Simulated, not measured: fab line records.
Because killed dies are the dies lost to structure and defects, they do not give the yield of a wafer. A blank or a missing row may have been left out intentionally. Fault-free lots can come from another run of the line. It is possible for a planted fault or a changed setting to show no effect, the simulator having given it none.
Matching of chambers || flow sky130 || SKY_FIELD_ISO_ETCH_17 on rie-si-01 has 4 sister chambers
The step etches Si in HBr/Cl2/O2, target depth 342 nm, time 97.7 s. 14 wafers are shown with their chamber, then 7 later ones without.

== EACH WAFER AND ITS CHAMBER ==
{"wafer": "L651.1", "chamber": 0, "drypump-motor-current-A (A)": 5.4, "oes-product-au (a.u.)": 0.997, "throttle-valve-pct (%)": 25.659}
{"wafer": "L651.2", "chamber": 1, "drypump-motor-current-A (A)": 5.7, "oes-product-au (a.u.)": 0.996, "throttle-valve-pct (%)": 25.657}
{"wafer": "L651.5", "chamber": 0, "drypump-motor-current-A (A)": 5.4, "oes-product-au (a.u.)": 1.004, "throttle-valve-pct (%)": 25.648}
{"wafer": "L655.1", "chamber": 0, "drypump-motor-current-A (A)": 5.3, "oes-product-au (a.u.)": 1.002, "throttle-valve-pct (%)": 25.652}
{"wafer": "L655.3", "chamber": 1, "drypump-motor-current-A (A)": 5.7, "oes-product-au (a.u.)": 1.003, "throttle-valve-pct (%)": 25.662}
{"wafer": "L655.4", "chamber": 2, "drypump-motor-current-A (A)": 5.6, "oes-product-au (a.u.)": 1.008, "throttle-valve-pct (%)": 25.655}
{"wafer": "L658.1", "chamber": 3, "drypump-motor-current-A (A)": 5.2, "oes-product-au (a.u.)": 0.994, "throttle-valve-pct (%)": 25.657}
{"wafer": "L658.3", "chamber": 2, "drypump-motor-current-A (A)": 5.6, "oes-product-au (a.u.)": 1.004, "throttle-valve-pct (%)": 25.648}
{"wafer": "L658.6", "chamber": 0, "drypump-motor-current-A (A)": 5.4, "oes-product-au (a.u.)": 1.006, "throttle-valve-pct (%)": 25.652}
{"wafer": "L660.3", "chamber": 0, "drypump-motor-current-A (A)": 5.4, "oes-product-au (a.u.)": 1.004, "throttle-valve-pct (%)": 25.655}
{"wafer": "L660.4", "chamber": 1, "drypump-motor-current-A (A)": 5.7, "oes-product-au (a.u.)": 1.000, "throttle-valve-pct (%)": 25.660}
{"wafer": "L660.6", "chamber": 0, "drypump-motor-current-A (A)": 5.4, "oes-product-au (a.u.)": 0.998, "throttle-valve-pct (%)": 25.655}
{"wafer": "L661.3", "chamber": 0, "drypump-motor-current-A (A)": 5.4, "oes-product-au (a.u.)": 1.000, "throttle-valve-pct (%)": 25.640}
{"wafer": "L661.4", "chamber": 2, "drypump-motor-current-A (A)": 5.6, "oes-product-au (a.u.)": 1.010, "throttle-valve-pct (%)": 25.655}

SIGNATURES (averages over the wafers above)
{"reading": "drypump-motor-current-A", "chamber 0": 5.386, "chamber 1": 5.700, "chamber 2": 5.600, "chamber 3": 5.200, "scatter within a chamber": 0.0293}
{"reading": "oes-product-au", "chamber 0": 1.00157, "chamber 1": 0.99967, "chamber 2": 1.00733, "chamber 3": 0.99400, "scatter within a chamber": 0.00333}
{"reading": "throttle-valve-pct", "chamber 0": 25.65157, "chamber 1": 25.65967, "chamber 2": 25.65267, "chamber 3": 25.65700, "scatter within a chamber": 0.00521}
Rule: for a wafer and a chamber, the distance is found by dividing, reading by reading, the gap between the wafer's reading and the chamber's mean by the reading's scatter, squaring, summing and taking the root. If the next closest chamber is less than 2 further off than the closest, the wafer can't be placed; otherwise it belongs to the closest. The scatter is the square root of a quotient: the sum, over the shown wafers, of each reading's squared deviation from its chamber's mean, divided by wafers minus chambers.

== WAFERS WITHOUT THEIR CHAMBER ==
{"wafer": "L661.6", "drypump-motor-current-A (A)": 5.7, "oes-product-au (a.u.)": 1.000, "throttle-valve-pct (%)": 25.662}
{"wafer": "L664.1", "drypump-motor-current-A (A)": 5.6, "oes-product-au (a.u.)": 1.017, "throttle-valve-pct (%)": 25.648}
{"wafer": "L664.2", "drypump-motor-current-A (A)": 5.2, "oes-product-au (a.u.)": 1.009, "throttle-valve-pct (%)": 25.635}
{"wafer": "L664.6", "drypump-motor-current-A (A)": 5.7, "oes-product-au (a.u.)": 1.014, "throttle-valve-pct (%)": 25.651}
{"wafer": "L674.2", "drypump-motor-current-A (A)": 5.2, "oes-product-au (a.u.)": 1.007, "throttle-valve-pct (%)": 25.676}
{"wafer": "L674.3", "drypump-motor-current-A (A)": 5.4, "oes-product-au (a.u.)": 1.005, "throttle-valve-pct (%)": 25.663}
{"wafer": "L674.5", "drypump-motor-current-A (A)": 5.6, "oes-product-au (a.u.)": 1.014, "throttle-valve-pct (%)": 25.638}

== WHICH CHAMBER EACH WENT THROUGH ==
{"wafer": "L661.6", "from the rows above": 1, "in truth": 1}
{"wafer": "L664.1", "from the rows above": 2, "in truth": 2}
{"wafer": "L664.2", "from the rows above": "can't be placed: 3 or 0", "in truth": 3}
{"wafer": "L664.6", "from the rows above": "can't be placed: 2 or 1", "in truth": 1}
{"wafer": "L674.2", "from the rows above": 3, "in truth": 3}
{"wafer": "L674.3", "from the rows above": 0, "in truth": 0}
{"wafer": "L674.5", "from the rows above": 2, "in truth": 2}
Correct placement for 5 of the 7. Cannot be placed on the basis of these rows: 2; the candidates contain the true chamber in 2. 0 placed wrongly.
